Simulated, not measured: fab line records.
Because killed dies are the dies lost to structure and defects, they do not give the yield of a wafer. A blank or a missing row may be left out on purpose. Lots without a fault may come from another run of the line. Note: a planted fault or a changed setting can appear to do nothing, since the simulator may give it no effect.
Split-lot trial | flow sfq line | 23 wafers read across 5 lots, on a route 325 steps long

ABOUT THE SPLIT
At SFQ_TRILAYER_L0_LITHO_PEB_008 (peb time 60 s), the setting peb time s was moved away from the recipe's 60 s on 11 of the 23 wafers read, by -9.4% to +12.0%. The other wafers ran this setting at the recipe's value.

THE PATH FROM SPLIT TO READING: the file shows 1 step between them
- SFQ_TRILAYER_L0_LITHO_DEVELOP_007: time 60 s

THE READING
L0.cd nm (the simulator's own value, which no gauge read), in nm, at SFQ_TRILAYER_L0_BARC_OPEN_METAL_ETCH_010 (etches BARC in O2, target depth 125 nm, time 41.7 s). The file gives no usual value for it. Here, 12 wafers ran the recipe; their average is 2002 nm with a standard deviation of 0.76 nm.

wafer  | tool, chamber at the split | peb time s as run, s | against the recipe | L0.cd nm, nm | against lot-mates on the recipe
L075.2 | litho track-03, 0          | 60                   | recipe             | 2002         | -
L075.3 | litho track-03, 0          | 56.28                | -6.2%              | 2013         | +11
L075.4 | litho track-03, 0          | 56.28                | -6.2%              | 2010         | +8
L075.5 | litho track-03, 0          | 60                   | recipe             | 2002         | -
L075.6 | litho track-03, 0          | 56.28                | -6.2%              | 2012         | +10
L077.1 | litho track-03, 0          | 54.36                | -9.4%              | 2017         | +15
L077.2 | litho track-03, 0          | 54.36                | -9.4%              | 2017         | +15
L077.4 | litho track-03, 0          | 60                   | recipe             | 2001         | -
L077.5 | litho track-03, 0          | 54.36                | -9.4%              | 2015         | +13
L077.6 | litho track-03, 0          | 60                   | recipe             | 2003         | -
L079.1 | litho track-04, 0          | 60                   | recipe             | 2002         | -
L079.4 | litho track-04, 0          | 60                   | recipe             | 2001         | -
L079.6 | litho track-04, 0          | 60                   | recipe             | 2002         | -
L080.1 | litho track-01, 0          | 60                   | recipe             | 2002         | -
L080.2 | litho track-01, 0          | 60                   | recipe             | 2002         | -
L080.3 | litho track-01, 0          | 63.82                | +6.4%              | 1994         | -8
L080.5 | litho track-01, 0          | 63.82                | +6.4%              | 1995         | -7
L080.6 | litho track-01, 0          | 60                   | recipe             | 2002         | -
L084.1 | litho track-04, 0          | 67.19                | +12.0%             | 1988         | -15
L084.2 | litho track-04, 0          | 67.19                | +12.0%             | 1987         | -16
L084.3 | litho track-04, 0          | 60                   | recipe             | 2002         | -
L084.5 | litho track-04, 0          | 60                   | recipe             | 2004         | -
L084.6 | litho track-04, 0          | 67.19                | +12.0%             | 1988         | -15

THE FIT
A straight line over all 23 wafers: L0.cd nm changes by -1.34 nm for each +1% of peb time s; r = -0.99; the points scatter about the line by 1.2 nm.
The same after taking each lot's own level away (the mean of its wafers on the recipe; 23 wafers): -1.38 nm for each +1%; r = -0.99; scatter 1 nm.
That fit puts the effect of the largest move of peb time s on the reading at 17 nm.
The span of the lots' own levels, 2001.7 to 2003.0 nm, comes to 1.8 times the standard deviation stated above.
The two slopes agree, so the slope changes little with the lot-to-lot level.
Check: for one of the wafers moved furthest among these (+12.0%), held out of the fit, the line's prediction against its lot-mates is -16.2 nm. It came out at -15 nm against them.

OTHER SPLITS ON THESE WAFERS
Note: prior to the reading, these wafers also went through further splits. Each is held against what the fit with the lots' levels taken away leaves over:
other split on the same wafers          | wafers away from the commonest value | r with L0.cd nm (lot level and that fit taken away)
SFQ_TRILAYER_L0_LITHO_COAT_005 spin rpm | 8                                    | -0.15

THE FILE'S OWN FIT
L0.cd nm changes by -1.38 nm for each +1% of peb time s, r = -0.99.
